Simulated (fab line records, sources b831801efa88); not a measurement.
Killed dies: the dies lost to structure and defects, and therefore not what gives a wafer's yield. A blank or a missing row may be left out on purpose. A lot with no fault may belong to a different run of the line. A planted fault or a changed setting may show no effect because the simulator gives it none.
fab line records | flow sky130
record lots=13 wafers=39 lastDay=50
route steps=708 shown SONOS_ONO@168 POLY_GATE@236 LDD_HVP@285 METAL2@484
lots untouched by any fault: they come from a run of this same line in which no faults occurred
startH: hours from the record's opening day to when the first of the lot's shown wafers began | waitH: how many hours have passed since the lot's step before this one | " unchanged from the row above | L1.1+2: a row that stands for several wafers | - no value, or no start given | * or withheld: withheld | < > ~ a bound
route shown NAME@n: names a module that has steps shown in the file, with the first one's number in the route | usual: average and standard deviation across the fault-free wafers | same: alike in all rows | chamber/n: place in a boat | sites: readings site by site | _std_site: the standard deviation of these | _edge_site: the outer-site mean with the inner-site mean subtracted | radiusMm: for every site, how far away it sits from the centre of the wafer | mask NAME#n: copy n | behind: the most recent tool/chamber to have shaped the wafer | hold: why the lot went on hold/how many hours it stayed there/how the hold came to an end | device: the transistor (n, p or np) that didn't switch | end of line: at the end of the route, the tests of the same wafers | step lacking rows: just its recipe | killed: at the first sort, the dies lost to defects and structure; wafer yield is something else | map: a wafer's dies, marking killed ones x, the rest . and places with no die _
set.NAME: setting as actually run; set.NAME@STEP: the setting as run at that earlier step | model.NAME: the simulator's own value behind a step, which no gauge read
the route's steps for a sample of lots (tables are steps, rows are wafers)
services: when a tool's chamber went out of use (startH, in hours from the record's first day, below 0 if earlier), for how many hours, and the reason
## steps
# step SKY_SONOS_ONO_OXIDATION_00
# recipe tempC=800 ambient=O2 idleTempC=700 rampUpCPerMin=10 rampDownCPerMin=3 stabiliseS=600 purgeS=300 targetThkA=26 oxTimeS=1249
# usual spikeTcUpperC=799.4/1.1 zonePowerCentrePct=16.8/0.82 zonePowerTopPct=26.70/0.26 zonePowerUpperPct=14.7/1.1
# same purgeS=300
# columns lot.wafer tool chamber startH waitH spikeTcUpperC zonePowerCentrePct zonePowerTopPct zonePowerUpperPct
L938.1 furnace-02 0 255.11 0.9 799.1 17.9 27.08 13.2
L938.2 " 0 " " 799.6 18.2 26.60 13.3
L938.3 " 0 " " 798.7 17.6 27.13 13.3
L940.2 furnace-01 0 274.16 3.4 799.5 16.2 26.89 15.8
L940.3 " 0 " " 798.9 16.4 27.04 15.4
L940.5 " 0 " " 800.6 16.4 27.05 15.4
L942.1 furnace-01 0 295.00 8.4 800.4 16.4 26.51 15.7
L942.2 " 0 " " 798.4 16.3 27.23 15.4
L942.5 " 0 " " 797.5 16.2 26.67 15.6
L944.2 furnace-01 0 313.29 6.7 798.5 16.3 26.61 15.3
L944.5 " 0 " " 800.5 16.2 26.77 15.6
L944.6 " 0 " " 798.5 16.0 26.32 15.5
L945.3 furnace-01 0 321.51 6.9 819.4 12.8 23.12 22.9
L945.4 " 0 " " 820.5 13.0 22.94 22.7
L945.6 " 0 " " 821.0 13.0 23.29 22.9
L946.1 furnace-01 0 321.51 1.0 820.6 13.0 22.82 22.4
L946.5 " 0 " " 819.8 13.0 23.06 22.6
L946.6 " 0 " " 820.9 13.1 23.38 22.9
L947.2 furnace-01 0 335.63 8.5 822.3 13.1 22.88 22.7
L947.3 " 0 " " 821.1 13.1 23.02 22.3
L947.4 " 0 " " 817.5 13.0 23.03 22.4
L955.1 furnace-02 0 390.55 2.1 798.5 17.9 26.43 13.3
L955.2 " 0 " " 798.8 17.9 26.61 13.3
L955.4 " 0 " " 797.7 18.0 26.56 13.3
L956.1 furnace-01 0 396.63 0.6 800.5 16.1 26.63 15.3
L956.2 " 0 " " 801.7 15.9 26.88 15.4
L956.6 " 0 " " 800.8 16.4 26.79 15.5
L957.3 furnace-01 0 408.53 0.0 798.6 16.3 26.89 15.2
L957.4 " 0 " " 798.3 16.3 26.42 15.3
L957.5 " 0 " " 800.4 16.0 27.35 15.2
L958.3 furnace-02 0 418.15 2.1 799.3 18.0 27.16 13.1
L958.5 " 0 " " 799.0 17.8 26.99 13.2
L958.6 " 0 " " 798.0 18.0 26.88 13.4
L959.1 furnace-01 0 431.93 1.0 799.6 16.1 26.67 15.3
L959.3 " 0 " " 800.4 16.4 26.37 15.1
L959.5 " 0 " " 800.0 16.3 26.61 15.5
L960.1 furnace-02 0 441.85 0.0 800.7 17.8 26.53 12.8
L960.5 " 0 " " 797.1 18.3 26.67 13.1
L960.6 " 0 " " 798.8 17.9 27.00 13.3
# step SKY_POLY_GATE_CD_MEAS_22
# usual cdNm=150.6/2.5
# columns lot.wafer tool chamber startH waitH cdNm
L938.1 cdSem-01 - 386.48 0.1 152.7
L938.2 " - " " 148.4
L938.3 " - " " 152.6
L940.2 cdSem-02 - 409.16 0.1 147.6
L940.3 " - " " 152.0
L940.5 " - " " 149.2
L942.1 cdSem-01 - 423.82 0.1 148.0
L942.2 " - " " 151.6
L942.5 " - " " 153.8
L944.2 cdSem-02 - 440.77 0.1 154.3
L944.5 " - " " 149.3
L944.6 " - " " 152.1
L945.3 cdSem-02 - 449.41 0.1 153.8
L945.4 " - " " 154.4
L945.6 " - " " 153.2
L946.1 cdSem-01 - 452.00 0.1 149.6
L946.5 " - " " 145.3
L946.6 " - " " 148.6
L947.2 cdSem-02 - 478.91 0.1 150.3
L947.3 " - " " 148.2
L947.4 " - " " 152.7
L955.1 cdSem-02 - 526.13 0.1 152.1
L955.2 " - " " 152.3
L955.4 " - " " 151.5
L956.1 cdSem-02 - 532.83 0.1 152.2
L956.2 " - " " 150.7
L956.6 " - " " 152.5
L957.3 cdSem-01 - 542.37 0.1 149.6
L957.4 " - " " 148.9
L957.5 " - " " 153.0
L958.3 cdSem-01 - 554.01 0.1 147.7
L958.5 " - " " 143.9
L958.6 " - " " 152.2
L959.1 cdSem-02 - 577.19 0.1 148.2
L959.3 " - " " 153.3
L959.5 " - " " 148.2
L960.1 cdSem-01 - 578.76 0.1 151.4
L960.5 " - " " 149.4
L960.6 " - " " 154.3
# step SKY_LDD_HVP_OVL_MEAS_07
# usual LDD_HVP_OVL=-0.6/1.2
# columns lot.wafer tool chamber startH waitH LDD_HVP_OVL[nm]
L938.1 overlay-02 - 508.51 0.1 0.0
L938.2 " - " " -1.1
L938.3 " - " " -0.1
L940.2 overlay-01 - 541.89 0.1 -1.5
L940.3 " - " " -0.6
L940.5 " - " " 0.1
L942.1 overlay-01 - 547.11 0.1 0.9
L942.2 " - " " 0.7
L942.5 " - " " 0.6
L944.2 overlay-02 - 562.87 0.1 -2.1
L944.5 " - " " -2.9
L944.6 " - " " -2.0
L945.3 overlay-02 - 572.57 0.1 0.3
L945.4 " - " " -0.9
L945.6 " - " " -1.0
L946.1 overlay-02 - 573.45 0.1 2.4
L946.5 " - " " 0.2
L946.6 " - " " 1.0
L947.2 overlay-01 - 598.87 0.1 -1.6
L947.3 " - " " -3.4
L947.4 " - " " -1.0
L955.1 overlay-01 - 645.16 0.1 -2.4
L955.2 " - " " -3.2
L955.4 " - " " -3.0
L956.1 overlay-01 - 650.81 0.1 -1.6
L956.2 " - " " -0.8
L956.6 " - " " -2.3
L957.3 overlay-01 - 660.22 0.1 -1.3
L957.4 " - " " -1.2
L957.5 " - " " -0.9
L958.3 overlay-02 - 673.62 0.1 0.5
L958.5 " - " " 0.4
L958.6 " - " " 1.5
L959.1 overlay-02 - 695.11 0.1 -0.6
L959.3 " - " " -0.5
L959.5 " - " " -1.6
L960.1 overlay-01 - 697.06 0.1 -0.6
L960.5 " - " " -1.8
L960.6 " - " " 0.6
# step SKY_METAL2_SPUTTER_01
# recipe material=TiN targetThkNm=20 powerW=6500 timeS=16.7 chamberPressurePa=0.4
# usual throttleValvePct=30.5/1.2
# columns lot.wafer tool chamber startH waitH throttleValvePct
L938.1 pvdSputter-01 - 807.52 0.0 28.8
L938.2 " - " " 30.4
L938.3 " - " " 30.2
L940.2 pvdSputter-04 - 835.57 0.0 32.8
L940.3 " - " " 31.4
L940.5 " - " " 32.8
L942.1 pvdSputter-01 - 842.35 0.0 28.4
L942.2 " - " " 30.7
L942.5 " - " " 30.3
L944.2 pvdSputter-01 - 857.06 0.0 29.4
L944.5 " - " " 29.9
L944.6 " - " " 29.2
L945.3 pvdSputter-04 - 865.68 0.0 32.8
L945.4 " - " " 31.5
L945.6 " - " " 30.3
L946.1 pvdSputter-04 - 869.55 0.0 31.4
L946.5 " - " " 31.4
L946.6 " - " " 29.9
L947.2 pvdSputter-01 - 884.56 0.0 30.3
L947.3 " - " " 29.4
L947.4 " - " " 28.7
L955.1 pvdSputter-04 - 927.68 0.0 30.1
L955.2 " - " " 31.6
L955.4 " - " " 31.7
L956.1 pvdSputter-03 - 931.50 0.0 29.9
L956.2 " - " " 28.8
L956.6 " - " " 28.9
L957.3 pvdSputter-04 - 938.34 0.0 30.2
L957.4 " - " " 30.1
L957.5 " - " " 31.4
L958.3 pvdSputter-04 - 950.66 0.0 31.3
L958.5 " - " " 31.5
L958.6 " - " " 30.4
L959.1 pvdSputter-03 - 967.25 0.0 29.9
L959.3 " - " " 29.3
L959.5 " - " " 29.1
L960.1 pvdSputter-01 - 972.25 0.0 29.6
L960.5 " - " " 28.6
L960.6 " - " " 30.1
## services
# columns tool chamber startH hours kind
furnace-01 - 248.13 3.5 pm
pvdSputter-01 - 260.18 1.0 repair
pvdSputter-04 - 266.63 2.5 repair
pvdSputter-01 - 277.64 2.4 repair
pvdSputter-01 - 291.42 1.7 repair
pvdSputter-01 - 298.69 3.4 repair
pvdSputter-01 - 324.26 2.6 repair
pvdSputter-01 - 325.60 2.8 repair
furnace-01 - 342.31 3.0 pm
pvdSputter-01 - 388.51 2.3 repair
pvdSputter-01 - 444.73 4.0 repair
pvdSputter-04 - 447.94 0.9 repair
furnace-01 - 487.18 2.4 pm
furnace-01 - 496.85 28.2 pm
furnace-01 - 528.92 2.6 pm
pvdSputter-04 - 638.67 0.7 repair
furnace-01 - 652.35 2.8 pm
pvdSputter-04 - 733.63 2.4 repair
pvdSputter-04 - 745.15 0.5 repair
furnace-01 - 811.35 4.2 pm
furnace-01 - 822.80 3.7 pm
pvdSputter-04 - 909.72 5.0 repair
furnace-01 - 925.98 7.2 pm
pvdSputter-04 - 953.60 0.5 repair
## key
firstSign step=SKY_SONOS_ONO_OXIDATION_00 reading=spikeTcUpperC direction=up sigmas=19 usual=799.4 struck=820.3
effect step=SKY_SONOS_ONO_OXIDATION_00 reading=zonePowerTopPct direction=down sigmas=14 usual=26.70 struck=23.06
metAt SKY_SONOS_ONO_OXIDATION_00
struckLots L945,L946,L947
testerLeftOut L945,L946,L947
notActingAt SKY_POLY_GATE_CD_MEAS_22,SKY_LDD_HVP_OVL_MEAS_07,SKY_METAL2_SPUTTER_01
onsetBetween 313.29 321.51
fault kind=processParameterDrift tool=furnace-01 chamber=- onsetH=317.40 steps=SKY_SONOS_ONO_OXIDATION_00 channel=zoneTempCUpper offset=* shape=step endH=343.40
# testerLeftOut: of these lots the tester's yield and bins aren't shown, on N5 and GAA mostly nor the transistor test; their killed dies are dies lost to structure and defects alone, not to doping, threshold or leakage, so they don't give the yield
